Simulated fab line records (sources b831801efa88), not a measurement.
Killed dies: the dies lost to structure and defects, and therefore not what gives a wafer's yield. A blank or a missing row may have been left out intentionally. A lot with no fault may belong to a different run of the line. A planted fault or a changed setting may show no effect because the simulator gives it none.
Comparing a struck lot with a sound one	flow sky130	14 out of 708 route steps
Sound: these wafers, L426.2, L426.4, L426.6. Wafers L434.1, L434.3, L434.6 were the ones struck. At the end, the cause is stated.
At each step with rows: each side's tool, then ch and its chambers, then its first start. Under that, the readings that differ: sound wafers	struck wafers	difference of the means	sigmas: that difference in standard deviations of wafers without a fault.
alike: readings with means less than 2 such deviations apart, plus words and numbers identical on both sides. not compared: withheld readings, readings lacking a value on some wafer, bounds such as >300 that could conceal the same value, and numbers that have no deviation in the record and whose values overlap.
A row with sigmas, a row that says differs or no value, or rows on one side alone: a step with any of these is where the two part. Numbers that have no deviation but don't overlap get no sigmas and don't part them. A reading missing from all wafers of one side parts the sides only when that side holds two or more wafers.

first, 6 steps without rows for these wafers: SKY_METAL4_COAT_07 (resist thk 60 nm); SKY_METAL4_COAT_08 (resist thk 1140 nm); SKY_METAL4_SOFTBAKE_09 (time 90 s); SKY_METAL4_EXPOSE_10 (exposes mask MM4, target cd 300 nm); SKY_METAL4_PEB_11; SKY_METAL4_DEVELOP_12 (develop time 60 s).
SKY_METAL4_CD_MEAS_13: target cd 300 nm.
  sound on cd sem-01 at day 44 23:14; struck on cd sem-01 at day 46 17:06
  alike: cd nm
SKY_METAL4_OVL_MEAS_14:
  sound on overlay-02 at day 44 23:20; struck on overlay-02 at day 46 17:13
  alike: METAL4_OVL
SKY_METAL4_DESCUM_15: chemistry O2, time 8 s.
  sound on rie metal-02 ch 1, day 44 23:22; struck on rie metal-01 ch 0, day 46 17:16
  alike: chamber pressure mTorr, drypump motor current A, oes product au
  not compared: rf hours counter h
SKY_METAL4_ETCH_16: etches BARC in N2/H2, stops on SiO2, time 88.2 s, target depth 60 nm.
  sound on rie metal-02 ch 1, day 44 23:24; struck on rie metal-01 ch 0, day 46 17:17
  alike: chamber pressure mTorr, drypump motor current A, oes product au, throttle valve pct
  not compared: rf hours counter h
SKY_METAL4_ETCH_17: etches SiO2 in C4F8/O2/Ar, stops on TiN, time 3.78 s, target depth 15 nm.
  sound on rie diel-04 ch 0,3, day 44 23:30; struck on rie diel-02 ch 2,3, day 46 17:23
  alike: chamber pressure mTorr, oes product au
  not compared: rf hours counter h
SKY_METAL4_METAL_ETCH_18: etches the open film in Cl2/BCl3, stops on SiO2, target depth 845 nm, time 183.1 s.
  sound on rie metal-03 ch 0,1, day 44 23:31; struck on rie metal-03 ch 1, day 46 17:25
  alike: chamber pressure mTorr, drypump motor current A, oes product au, throttle valve pct
  not compared: rf hours counter h
SKY_METAL4_STRIP_19: strips in O2/N2.
  sound on plasma asher-04 ch 0,1, day 44 23:42; struck on plasma asher-03 ch 0,1, day 46 17:35
  no value came back on the struck wafers for chamber pressure mTorr (mTorr), drypump motor current A (A), oes product au (a.u.), strip time to endpoint s (s); on the sound wafers chamber pressure mTorr (mTorr) reads 1502.2 1500.1 1500.9
reading	sound	struck	difference	sigmas
model.KrF-thick_of_METAL4_COAT_08.thk nm (nm)	0 0 0	524 518.7 521.9	+522	
  not compared: rf hours counter h
then, 1 step without rows for these wafers: SKY_METAL4_STRIP_20 (strips in post etch residue remover, time 1200 s).

WHERE THEY PART
Only at SKY_METAL4_STRIP_19, within this record.

WHY: whatever the simulator had introduced
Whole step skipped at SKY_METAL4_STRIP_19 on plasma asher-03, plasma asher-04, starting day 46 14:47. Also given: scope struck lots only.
